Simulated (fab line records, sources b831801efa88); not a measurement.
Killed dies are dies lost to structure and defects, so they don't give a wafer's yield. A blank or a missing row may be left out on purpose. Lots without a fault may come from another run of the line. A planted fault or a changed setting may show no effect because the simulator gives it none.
Which tool did it? | flow gf180mcu | 11 lots, 33 wafers sampled, at 3 steps of a route of 602

WHAT THE GAUGES READ, wafer by wafer
GF_MIM_THK_MEAS_06.
lot  | measured     | on            | MIM_CVD_05_THK (nm)
L899 | day 25 09:02 | film_metro-02 | 42.2 42.5 42.5
L900 | day 25 13:04 | film_metro-03 | 42.4 43.3 42.9
L902 | day 26 02:10 | film_metro-04 | 42.1 43.7 43.1
L903 | day 26 09:01 | film_metro-02 | 40.8 42.0 41.6
L904 | day 26 21:01 | film_metro-02 | 42.4 42.1 43.1
L907 | day 27 16:22 | film_metro-04 | 41.8 43.2 43.2
L912 | day 29 07:43 | film_metro-02 | 41.6 42.4 42.8
L914 | day 29 21:22 | film_metro-02 | 41.8 41.6 41.9
L915 | day 30 00:17 | film_metro-04 | 41.0 42.0 41.8
L919 | day 31 00:54 | film_metro-04 | 41.6 42.1 42.4
L920 | day 31 08:28 | film_metro-02 | 42.2 41.8 42.9

WHICH TOOL RAN EACH LOT (tool, then ch and the chambers of the sampled wafers, then the start)
lot  | GF_MIM_SPUTTER_02            | GF_MIM_SPUTTER_03
L899 | pvd_sputter-04, day 25 08:55 | pvd_sputter-04, day 25 08:57
L900 | pvd_sputter-03, day 25 12:56 | pvd_sputter-03, day 25 12:58
L902 | pvd_sputter-01, day 26 02:01 | pvd_sputter-01, day 26 02:03
L903 | pvd_sputter-03, day 26 08:53 | pvd_sputter-03, day 26 08:55
L904 | pvd_sputter-04, day 26 20:54 | pvd_sputter-04, day 26 20:55
L907 | pvd_sputter-04, day 27 16:14 | pvd_sputter-04, day 27 16:16
L912 | pvd_sputter-01, day 29 07:35 | pvd_sputter-01, day 29 07:37
L914 | pvd_sputter-01, day 29 21:14 | pvd_sputter-01, day 29 21:16
L915 | pvd_sputter-03, day 30 00:10 | pvd_sputter-03, day 30 00:11
L919 | pvd_sputter-04, day 31 00:46 | pvd_sputter-04, day 31 00:48
L920 | pvd_sputter-01, day 31 08:20 | pvd_sputter-01, day 31 08:22
- GF_MIM_SPUTTER_02: material AlCu, target thk 450 nm, time 23.9 s.
- GF_MIM_SPUTTER_03: material Ti, target thk 10 nm, time 6.7 s.

THE ANSWER, worked out from the rows above alone
Rule: what is usual is taken from the lots themselves. Put in order of their means at a reading, lots are off if they are a third of the lots or fewer, leave a main group of 4 or more, and stand apart from it by a gap of 3 or more times the standard deviation of the main group's means; of several such gaps the widest counts. A main group whose means are all the same, to the digits that the tables above print for the reading, isn't used. A lot without any number at a reading at which 4 lots or more have one is off too. The other lots that the step has rows for count as sound.
No lot is off at any reading shown: from this, nothing can be told.

WHAT THE SIMULATOR HAD PUT IN
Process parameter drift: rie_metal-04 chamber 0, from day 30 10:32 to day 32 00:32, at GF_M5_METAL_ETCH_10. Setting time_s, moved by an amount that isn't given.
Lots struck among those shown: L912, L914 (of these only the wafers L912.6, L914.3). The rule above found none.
